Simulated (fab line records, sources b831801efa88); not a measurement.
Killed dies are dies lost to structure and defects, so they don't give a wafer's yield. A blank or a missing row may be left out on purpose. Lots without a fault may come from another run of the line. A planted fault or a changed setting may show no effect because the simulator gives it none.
Split-lot experiment | flow sky130 | 5 lots, 26 wafers read, on a route of 708 steps

THE SPLIT
At SKY_METAL1_DEVELOP_14 (develop time 60 s), the setting develop_time_s was moved away from the recipe's 60 s on 8 of the 26 wafers read, by -52.3% to +40.2%. The other wafers ran this setting at the recipe's value.

The file shows no step between the split and the reading.

THE READING
METAL1.cd_nm (the simulator's own value, which no gauge read), in nm, at SKY_METAL1_DESCUM_17 (chemistry O2, time 8 s). The file gives no usual value for it. The 18 wafers here that ran the recipe average 140.6 nm, standard deviation 1.1 nm.

wafer  | tool, chamber at the split | develop_time_s as run, s | against the recipe | METAL1.cd_nm, nm | against lot-mates on the recipe
L078.4 | litho_track-02, 0          | 60                       | recipe             | 140.1            | -
L078.5 | litho_track-02, 0          | 60                       | recipe             | 140.7            | -
L078.6 | litho_track-02, 0          | 60                       | recipe             | 139.9            | -
L079.1 | litho_track-01, 0          | 84.14                    | +40.2%             | 133.7            | -6.4
L079.2 | litho_track-01, 0          | 84.14                    | +40.2%             | 134.8            | -5.3
L079.3 | litho_track-01, 0          | 60                       | recipe             | 139.7            | -
L079.4 | litho_track-01, 0          | 60                       | recipe             | 141.3            | -
L079.5 | litho_track-01, 0          | 84.14                    | +40.2%             | 134.6            | -5.5
L079.6 | litho_track-01, 0          | 60                       | recipe             | 139.2            | -
L082.1 | litho_track-01, 0          | 74.73                    | +24.6%             | 135.9            | -4.1
L082.2 | litho_track-01, 0          | 60                       | recipe             | 139.5            | -
L082.3 | litho_track-01, 0          | 60                       | recipe             | 140.7            | -
L082.4 | litho_track-01, 0          | 74.73                    | +24.6%             | 135.7            | -4.3
L082.5 | litho_track-01, 0          | 60                       | recipe             | 139.9            | -
L082.6 | litho_track-01, 0          | 74.73                    | +24.6%             | 135.1            | -4.9
L083.1 | litho_track-04, 0          | 28.63                    | -52.3%             | 154.5            | +14.7
L083.2 | litho_track-04, 0          | 60                       | recipe             | 139.2            | -
L083.3 | litho_track-04, 0          | 28.63                    | -52.3%             | 154.6            | +14.8
L083.5 | litho_track-04, 0          | 60                       | recipe             | 139.1            | -
L083.6 | litho_track-04, 0          | 60                       | recipe             | 141.2            | -
L081.1 | litho_track-01, 0          | 60                       | recipe             | 142.3            | -
L081.2 | litho_track-01, 0          | 60                       | recipe             | 141.4            | -
L081.3 | litho_track-01, 0          | 60                       | recipe             | 142.8            | -
L081.4 | litho_track-01, 0          | 60                       | recipe             | 141.2            | -
L081.5 | litho_track-01, 0          | 60                       | recipe             | 141.2            | -
L081.6 | litho_track-01, 0          | 60                       | recipe             | 142.1            | -

THE FIT
A straight line over all 26 wafers: METAL1.cd_nm changes by -0.217 nm for each +1% of develop_time_s; r = -0.96; the points scatter about the line by 1.4 nm.
The same after taking each lot's own level away (the mean of its wafers on the recipe; 26 wafers): -0.216 nm for each +1%; r = -0.96; scatter 1.4 nm.
On that fit, the largest move of develop_time_s shifts the reading by 11 nm.
The lots' own levels span 139.83 to 141.83 nm, that is 1.8 times the standard deviation above.
So the lot-to-lot level changes the slope little: the two slopes agree.
Check: with one of the wafers moved furthest among these (-52.3%) left out of the fit, the line predicts +10.8 nm for it against its lot-mates. It came out at +14.7 nm against them.

OTHER SPLITS ON THESE WAFERS
These wafers also went through other splits before the reading. Each is held against what the fit with the lots' levels taken away leaves over:
other split on the same wafers  | wafers away from the commonest value | r with METAL1.cd_nm (lot level and that fit taken away)
SKY_LI_CONTACT_HDPCVD_00 time_s | 8                                    | -0.01

THE FILE'S OWN FIT
METAL1.cd_nm changes by -0.217 nm for each +1% of develop_time_s, r = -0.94.
